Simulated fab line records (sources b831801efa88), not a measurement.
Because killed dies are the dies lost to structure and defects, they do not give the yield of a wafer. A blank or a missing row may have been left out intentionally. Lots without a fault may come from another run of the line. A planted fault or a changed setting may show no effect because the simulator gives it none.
What tool caused it? || flow gf180mcu || Sampling: 13 lots, 39 wafers, 6 of 602 route steps

## WHAT EACH GAUGE READ, for each wafer
GF_STI_CD_MEAS_12: target cd 220 nm.
{"lot": "L228", "measured": "day 2 02:03", "on": "cd_sem-02", "cd_nm (nm)": "221.9 221.2 221.4"}
{"lot": "L229", "measured": "day 2 06:22", "on": "cd_sem-01", "cd_nm (nm)": "220.8 220.7 220.7"}
{"lot": "L230", "measured": "day 2 12:42", "on": "cd_sem-02", "cd_nm (nm)": "218.8 220.6 219.6"}
{"lot": "L231", "measured": "day 2 16:30", "on": "cd_sem-01", "cd_nm (nm)": "218.7 217.9 218.4"}
{"lot": "L232", "measured": "day 2 22:15", "on": "cd_sem-02", "cd_nm (nm)": "222.2 222.3 222.3"}
{"lot": "L234", "measured": "day 3 07:35", "on": "cd_sem-01", "cd_nm (nm)": "222.8 221.3 221.6"}
{"lot": "L235", "measured": "day 3 14:22", "on": "cd_sem-02", "cd_nm (nm)": "222.0 221.6 222.5"}
{"lot": "L238", "measured": "day 4 04:29", "on": "cd_sem-01", "cd_nm (nm)": "222.4 223.4 222.5"}
{"lot": "L240", "measured": "day 4 15:00", "on": "cd_sem-01", "cd_nm (nm)": "221.1 220.3 219.8"}
{"lot": "L244", "measured": "day 5 11:08", "on": "cd_sem-02", "cd_nm (nm)": "221.2 222.6 221.1"}
{"lot": "L246", "measured": "day 5 23:51", "on": "cd_sem-01", "cd_nm (nm)": "220.1 221.1 220.7"}
{"lot": "L248", "measured": "day 6 08:06", "on": "cd_sem-02", "cd_nm (nm)": "221.5 221.3 221.0"}
{"lot": "L251", "measured": "day 7 00:39", "on": "cd_sem-02", "cd_nm (nm)": "219.7 219.6 219.2"}

GF_NWELL_TW_MEAS_11.
{"lot": "L228", "measured": "day 3 07:26", "on": "film_metro-02", "NWELL_TW": "1595 1595 1588"}
{"lot": "L229", "measured": "day 3 14:17", "on": "film_metro-04", "NWELL_TW": "1557 1561 1572"}
{"lot": "L230", "measured": "day 3 19:47", "on": "film_metro-02", "NWELL_TW": "1597 1599 1594"}
{"lot": "L231", "measured": "day 3 23:11", "on": "film_metro-04", "NWELL_TW": "1558 1560 1559"}
{"lot": "L232", "measured": "day 4 05:32", "on": "film_metro-01", "NWELL_TW": "1548 1540 1546"}
{"lot": "L234", "measured": "day 4 15:13", "on": "film_metro-01", "NWELL_TW": "1545 1545 1537"}
{"lot": "L235", "measured": "day 4 22:33", "on": "film_metro-02", "NWELL_TW": "1600 1606 1602"}
{"lot": "L238", "measured": "day 5 13:29", "on": "film_metro-01", "NWELL_TW": "1537 1539 1540"}
{"lot": "L240", "measured": "day 6 02:38", "on": "film_metro-04", "NWELL_TW": "1559 1567 1558"}
{"lot": "L244", "measured": "day 6 23:03", "on": "film_metro-02", "NWELL_TW": "1596 1601 1591"}
{"lot": "L246", "measured": "day 7 12:50", "on": "film_metro-04", "NWELL_TW": "1458 1451 1452"}
{"lot": "L248", "measured": "day 7 20:35", "on": "film_metro-04", "NWELL_TW": "1452 1445 1451"}
{"lot": "L251", "measured": "day 8 14:41", "on": "film_metro-02", "NWELL_TW": "1600 1584 1593"}

GF_MVSD_OVL_MEAS_07.
{"lot": "L228", "measured": "day 4 09:51", "on": "overlay-01", "MVSD_OVL (nm)": "1.5 -2.7 -0.1"}
{"lot": "L229", "measured": "day 4 17:15", "on": "overlay-01", "MVSD_OVL (nm)": "1.3 2.3 1.5"}
{"lot": "L230", "measured": "day 4 22:47", "on": "overlay-01", "MVSD_OVL (nm)": "0.4 0.6 -0.6"}
{"lot": "L231", "measured": "day 5 02:42", "on": "overlay-01", "MVSD_OVL (nm)": "0.9 -0.1 1.6"}
{"lot": "L232", "measured": "day 5 09:06", "on": "overlay-02", "MVSD_OVL (nm)": "2.0 1.4 2.6"}
{"lot": "L234", "measured": "day 5 19:25", "on": "overlay-02", "MVSD_OVL (nm)": "-1.4 -1.4 0.0"}
{"lot": "L235", "measured": "day 6 03:19", "on": "overlay-02", "MVSD_OVL (nm)": "0.1 1.1 0.4"}
{"lot": "L238", "measured": "day 6 20:03", "on": "overlay-02", "MVSD_OVL (nm)": "-0.2 0.3 -0.5"}
{"lot": "L240", "measured": "day 7 09:33", "on": "overlay-01", "MVSD_OVL (nm)": "-0.1 -1.3 0.2"}
{"lot": "L244", "measured": "day 8 06:52", "on": "overlay-01", "MVSD_OVL (nm)": "1.2 2.9 0.2"}
{"lot": "L246", "measured": "day 8 21:44", "on": "overlay-02", "MVSD_OVL (nm)": "-3.0 -1.0 -1.7"}
{"lot": "L248", "measured": "day 9 06:23", "on": "overlay-01", "MVSD_OVL (nm)": "-2.8 -2.0 -1.8"}
{"lot": "L251", "measured": "day 10 01:02", "on": "overlay-01", "MVSD_OVL (nm)": "0.3 1.6 -0.1"}

GF_VT_IMPLANT_RS_MEAS_47: the measuring method here is four-point-probe.
{"lot": "L228", "measured": "day 7 11:58", "on": "film_metro-04", "NWELL_RS (ohm/sq)": "491.3 489.4 489.9"}
{"lot": "L229", "measured": "day 7 21:05", "on": "film_metro-01", "NWELL_RS (ohm/sq)": "485.1 487.6 486.1"}
{"lot": "L230", "measured": "day 8 03:52", "on": "film_metro-02", "NWELL_RS (ohm/sq)": "489.5 488.2 488.1"}
{"lot": "L231", "measured": "day 8 07:07", "on": "film_metro-02", "NWELL_RS (ohm/sq)": "487.6 488.3 486.3"}
{"lot": "L232", "measured": "day 8 14:43", "on": "film_metro-01", "NWELL_RS (ohm/sq)": "488.7 488.3 488.3"}
{"lot": "L234", "measured": "day 9 04:56", "on": "film_metro-02", "NWELL_RS (ohm/sq)": "488.4 489.8 488.3"}
{"lot": "L235", "measured": "day 9 12:53", "on": "film_metro-02", "NWELL_RS (ohm/sq)": "488.4 487.9 488.6"}
{"lot": "L238", "measured": "day 10 09:25", "on": "film_metro-01", "NWELL_RS (ohm/sq)": "489.3 488.5 487.5"}
{"lot": "L240", "measured": "day 11 00:44", "on": "film_metro-01", "NWELL_RS (ohm/sq)": "486.9 485.5 486.7"}
{"lot": "L244", "measured": "day 12 00:55", "on": "film_metro-01", "NWELL_RS (ohm/sq)": "486.8 485.0 485.7"}
{"lot": "L246", "measured": "day 12 18:22", "on": "film_metro-01", "NWELL_RS (ohm/sq)": "565.2 564.9 563.5"}
{"lot": "L248", "measured": "day 13 04:25", "on": "film_metro-02", "NWELL_RS (ohm/sq)": "564.8 564.8 564.2"}
{"lot": "L251", "measured": "day 14 03:16", "on": "film_metro-02", "NWELL_RS (ohm/sq)": "487.6 488.3 486.5"}

## TOOL THAT RAN EACH LOT (tool first, then ch and the chambers of the sampled wafers, then the start)
{"lot": "L228", "GF_STI_STRIP_15": "plasma_asher-03 ch 0,1, day 2 02:20", "GF_NWELL_IMPLANT_08": "implanter-01 ch 0, day 3 07:02"}
{"lot": "L229", "GF_STI_STRIP_15": "plasma_asher-04 ch 0,1, day 2 06:37", "GF_NWELL_IMPLANT_08": "implanter-02 ch 0, day 3 13:55"}
{"lot": "L230", "GF_STI_STRIP_15": "plasma_asher-04 ch 0,1, day 2 12:58", "GF_NWELL_IMPLANT_08": "implanter-02 ch 0, day 3 19:23"}
{"lot": "L231", "GF_STI_STRIP_15": "plasma_asher-04 ch 0,1, day 2 16:47", "GF_NWELL_IMPLANT_08": "implanter-02 ch 0, day 3 22:47"}
{"lot": "L232", "GF_STI_STRIP_15": "plasma_asher-04 ch 0,1, day 2 22:31", "GF_NWELL_IMPLANT_08": "implanter-02 ch 0, day 4 05:08"}
{"lot": "L234", "GF_STI_STRIP_15": "plasma_asher-02 ch 0,1, day 3 07:51", "GF_NWELL_IMPLANT_08": "implanter-01 ch 0, day 4 14:50"}
{"lot": "L235", "GF_STI_STRIP_15": "plasma_asher-04 ch 0,1, day 3 14:37", "GF_NWELL_IMPLANT_08": "implanter-02 ch 0, day 4 22:10"}
{"lot": "L238", "GF_STI_STRIP_15": "plasma_asher-04 ch 0,1, day 4 04:46", "GF_NWELL_IMPLANT_08": "implanter-01 ch 0, day 5 13:05"}
{"lot": "L240", "GF_STI_STRIP_15": "plasma_asher-02 ch 0,1, day 4 15:16", "GF_NWELL_IMPLANT_08": "implanter-02 ch 0, day 6 02:14"}
{"lot": "L244", "GF_STI_STRIP_15": "plasma_asher-03 ch 0,1, day 5 11:25", "GF_NWELL_IMPLANT_08": "implanter-01 ch 0, day 6 22:41"}
{"lot": "L246", "GF_STI_STRIP_15": "plasma_asher-03 ch 0,1, day 6 00:07", "GF_NWELL_IMPLANT_08": "implanter-02 ch 0, day 7 12:26"}
{"lot": "L248", "GF_STI_STRIP_15": "plasma_asher-02 ch 0,1, day 6 08:22", "GF_NWELL_IMPLANT_08": "implanter-02 ch 0, day 7 20:11"}
{"lot": "L251", "GF_STI_STRIP_15": "plasma_asher-04 ch 0,1, day 7 00:55", "GF_NWELL_IMPLANT_08": "implanter-01 ch 0, day 8 14:17"}
- GF_STI_STRIP_15: strips in O2/N2.
- GF_NWELL_IMPLANT_08

## WHAT THE TOOLS THEMSELVES READ (means of the sampled wafers that have a number; where no wafer has one, the mark that the record gives instead)
GF_STI_STRIP_15.
{"lot": "L228", "tool": "plasma_asher-03", "drypump_motor_current_A (A)": 6.1, "heater_power_w (W)": 347, "oes_product_au (a.u.)": 0.383, "platen_temp_c (C)": 249.98, "strip_time_to_endpoint_s (s)": 3.74}
{"lot": "L229", "tool": "plasma_asher-04", "drypump_motor_current_A (A)": 5.2, "heater_power_w (W)": 320, "oes_product_au (a.u.)": 0.384, "platen_temp_c (C)": 249.94, "strip_time_to_endpoint_s (s)": 3.77}
{"lot": "L230", "tool": "plasma_asher-04", "drypump_motor_current_A (A)": 5.1, "heater_power_w (W)": 328, "oes_product_au (a.u.)": 0.392, "platen_temp_c (C)": 249.91, "strip_time_to_endpoint_s (s)": 3.79}
{"lot": "L231", "tool": "plasma_asher-04", "drypump_motor_current_A (A)": 5.2, "heater_power_w (W)": 322, "oes_product_au (a.u.)": 0.384, "platen_temp_c (C)": 249.95, "strip_time_to_endpoint_s (s)": 3.73}
{"lot": "L232", "tool": "plasma_asher-04", "drypump_motor_current_A (A)": 5.1, "heater_power_w (W)": 324, "oes_product_au (a.u.)": 0.387, "platen_temp_c (C)": 250.01, "strip_time_to_endpoint_s (s)": 3.75}
{"lot": "L234", "tool": "plasma_asher-02", "drypump_motor_current_A (A)": 6.2, "heater_power_w (W)": 314, "oes_product_au (a.u.)": 0.385, "platen_temp_c (C)": 249.91, "strip_time_to_endpoint_s (s)": 3.74}
{"lot": "L235", "tool": "plasma_asher-04", "drypump_motor_current_A (A)": 5.2, "heater_power_w (W)": 322, "oes_product_au (a.u.)": 0.381, "platen_temp_c (C)": 249.99, "strip_time_to_endpoint_s (s)": 3.70}
{"lot": "L238", "tool": "plasma_asher-04", "drypump_motor_current_A (A)": 5.2, "heater_power_w (W)": 325, "oes_product_au (a.u.)": 0.382, "platen_temp_c (C)": 250.01, "strip_time_to_endpoint_s (s)": 3.73}
{"lot": "L240", "tool": "plasma_asher-02", "drypump_motor_current_A (A)": 6.2, "heater_power_w (W)": 305, "oes_product_au (a.u.)": 0.386, "platen_temp_c (C)": 250.09, "strip_time_to_endpoint_s (s)": 3.68}
{"lot": "L244", "tool": "plasma_asher-03", "drypump_motor_current_A (A)": 6.2, "heater_power_w (W)": 341, "oes_product_au (a.u.)": 0.384, "platen_temp_c (C)": 250.12, "strip_time_to_endpoint_s (s)": 3.74}
{"lot": "L246", "tool": "plasma_asher-03", "drypump_motor_current_A (A)": 6.3, "heater_power_w (W)": 366, "oes_product_au (a.u.)": 0.379, "platen_temp_c (C)": 249.95, "strip_time_to_endpoint_s (s)": 3.70}
{"lot": "L248", "tool": "plasma_asher-02", "drypump_motor_current_A (A)": 6.2, "heater_power_w (W)": 307, "oes_product_au (a.u.)": 0.386, "platen_temp_c (C)": 249.90, "strip_time_to_endpoint_s (s)": 3.69}
{"lot": "L251", "tool": "plasma_asher-04", "drypump_motor_current_A (A)": 5.2, "heater_power_w (W)": 322, "oes_product_au (a.u.)": 0.384, "platen_temp_c (C)": 250.22, "strip_time_to_endpoint_s (s)": 3.74}

## THE ANSWER, worked out from the rows above alone
Rule: what is usual is taken from the lots themselves. The widest of any qualifying gaps counts: lots, ordered by their means at a reading, are off when they make up no more than a third of the lots, leave a main group of 4 or more, and stand apart from it by 3 or more times the standard deviation of that group's means. If all means in a main group match to the digits the tables above print for the reading, that group is not used. A lot without any number at a reading at which 4 lots or more have one is off too. All remaining lots with rows at the step are treated as sound. Order of review: gauges by route order, followed by the tools' own readings, for which a lot's mean as printed above is used. At the first step where some lot is off, the reading lying furthest off is the one used; lots without a number count as furthest.
Off: L246, L248, at GF_NWELL_TW_MEAS_11 (NWELL_TW). Main group: mean 1572, sd 23.
A tool fits if, at a process step before that reading, it ran every lot that is off, and no sound lot after the first of them. The gauges at GF_NWELL_TW_MEAS_11 aren't tried: what is off there is off at GF_VT_IMPLANT_RS_MEAS_47 too, on other tools, and a gauge's error can't cause that. One fits: implanter-02 at GF_NWELL_IMPLANT_08. A fault onset in the window from L240 (day 6 02:14, its last sound lot) to L246 (day 7 12:26, its first lot off) fits.

## WHAT THE SIMULATOR PUT IN
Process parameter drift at GF_NWELL_IMPLANT_08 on implanter-02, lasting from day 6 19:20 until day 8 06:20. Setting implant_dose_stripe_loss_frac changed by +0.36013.
Struck lots among those shown: L246, L248. The same result came from the rule above.
